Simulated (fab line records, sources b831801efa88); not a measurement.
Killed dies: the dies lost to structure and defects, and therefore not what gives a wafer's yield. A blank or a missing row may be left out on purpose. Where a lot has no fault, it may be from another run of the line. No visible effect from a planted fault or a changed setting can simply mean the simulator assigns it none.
Chamber matching / flow sky130 / SKY_FIELD_ISO_ETCH_14 on rie-diel-02 has 4 sister chambers
The step etches BARC in N2/H2, stops on SiO2, time 45.9 s, target depth 60 nm. 18 wafers are shown with their chamber, then 9 later ones without.

== WAFERS, EACH WITH ITS CHAMBER ==
wafer=L076.1; chamber=1; drypump-motor-current-A (A)=6.1; bias-w (W)=99.6; throttle-valve-pct (%)=13.226
wafer=L076.3; chamber=0; drypump-motor-current-A (A)=5.5; bias-w (W)=99.7; throttle-valve-pct (%)=13.225
wafer=L076.5; chamber=3; drypump-motor-current-A (A)=5.6; bias-w (W)=100.1; throttle-valve-pct (%)=13.211
wafer=L077.3; chamber=1; drypump-motor-current-A (A)=6.1; bias-w (W)=100.0; throttle-valve-pct (%)=13.220
wafer=L077.4; chamber=0; drypump-motor-current-A (A)=5.5; bias-w (W)=100.0; throttle-valve-pct (%)=13.222
wafer=L077.6; chamber=0; drypump-motor-current-A (A)=5.5; bias-w (W)=99.7; throttle-valve-pct (%)=13.227
wafer=L080.3; chamber=0; drypump-motor-current-A (A)=5.5; bias-w (W)=100.6; throttle-valve-pct (%)=13.230
wafer=L080.4; chamber=3; drypump-motor-current-A (A)=5.6; bias-w (W)=99.8; throttle-valve-pct (%)=13.227
wafer=L080.5; chamber=1; drypump-motor-current-A (A)=6.1; bias-w (W)=100.0; throttle-valve-pct (%)=13.213
wafer=L086.1; chamber=2; drypump-motor-current-A (A)=5.3; bias-w (W)=100.3; throttle-valve-pct (%)=13.219
wafer=L086.4; chamber=1; drypump-motor-current-A (A)=6.1; bias-w (W)=99.9; throttle-valve-pct (%)=13.214
wafer=L086.5; chamber=3; drypump-motor-current-A (A)=5.6; bias-w (W)=99.8; throttle-valve-pct (%)=13.228
wafer=L087.1; chamber=0; drypump-motor-current-A (A)=5.4; bias-w (W)=99.6; throttle-valve-pct (%)=13.240
wafer=L087.5; chamber=1; drypump-motor-current-A (A)=6.1; bias-w (W)=99.7; throttle-valve-pct (%)=13.230
wafer=L087.6; chamber=0; drypump-motor-current-A (A)=5.5; bias-w (W)=99.7; throttle-valve-pct (%)=13.219
wafer=L088.1; chamber=0; drypump-motor-current-A (A)=5.5; bias-w (W)=100.0; throttle-valve-pct (%)=13.233
wafer=L088.3; chamber=3; drypump-motor-current-A (A)=5.6; bias-w (W)=100.0; throttle-valve-pct (%)=13.234
wafer=L088.5; chamber=0; drypump-motor-current-A (A)=5.4; bias-w (W)=100.4; throttle-valve-pct (%)=13.222

SIGNATURES (means of the wafers above)
reading=drypump-motor-current-A; chamber 0=5.475; chamber 1=6.100; chamber 2=5.300; chamber 3=5.600; scatter within a chamber=0.0327
reading=bias-w; chamber 0=99.963; chamber 1=99.840; chamber 2=100.300; chamber 3=99.925; scatter within a chamber=0.285
reading=throttle-valve-pct; chamber 0=13.22725; chamber 1=13.22060; chamber 2=13.21900; chamber 3=13.22500; scatter within a chamber=0.00775
Rule: a wafer lies at a distance from a chamber equal to the root of the sum of squares, over the readings, of (its reading less the chamber's mean, divided by the reading's scatter). The wafer belongs to the nearest chamber; if the next one is less than 2 further off, it can't be placed. The scatter: take each reading less its chamber's mean, square it, sum over the shown wafers, divide by the number of wafers less the number of chambers, and take the root.

== WAFERS MISSING THEIR CHAMBER ==
wafer=L089.1; drypump-motor-current-A (A)=5.6; bias-w (W)=99.6; throttle-valve-pct (%)=13.244
wafer=L089.2; drypump-motor-current-A (A)=5.3; bias-w (W)=100.4; throttle-valve-pct (%)=13.211
wafer=L089.4; drypump-motor-current-A (A)=5.5; bias-w (W)=100.1; throttle-valve-pct (%)=13.223
wafer=L091.1; drypump-motor-current-A (A)=5.5; bias-w (W)=99.6; throttle-valve-pct (%)=13.226
wafer=L091.2; drypump-motor-current-A (A)=6.1; bias-w (W)=100.0; throttle-valve-pct (%)=13.223
wafer=L091.3; drypump-motor-current-A (A)=5.5; bias-w (W)=100.1; throttle-valve-pct (%)=13.225
wafer=L094.1; drypump-motor-current-A (A)=5.3; bias-w (W)=100.4; throttle-valve-pct (%)=13.222
wafer=L094.3; drypump-motor-current-A (A)=5.4; bias-w (W)=100.2; throttle-valve-pct (%)=13.219
wafer=L094.5; drypump-motor-current-A (A)=5.4; bias-w (W)=99.9; throttle-valve-pct (%)=13.221

== EACH ONE'S CHAMBER ==
wafer=L089.1; from the rows above=can't be placed: 3 or 0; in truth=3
wafer=L089.2; from the rows above=2; in truth=2
wafer=L089.4; from the rows above=0; in truth=0
wafer=L091.1; from the rows above=can't be placed: 0 or 3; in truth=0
wafer=L091.2; from the rows above=1; in truth=1
wafer=L091.3; from the rows above=0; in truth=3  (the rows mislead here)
wafer=L094.1; from the rows above=2; in truth=2
wafer=L094.3; from the rows above=can't be placed: 0 or 2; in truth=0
wafer=L094.5; from the rows above=can't be placed: 0 or 2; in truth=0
Correct placement for 4 of the 9. Not placeable from these rows: 4 (in 4, the candidates include the true chamber). 1 placed wrongly.
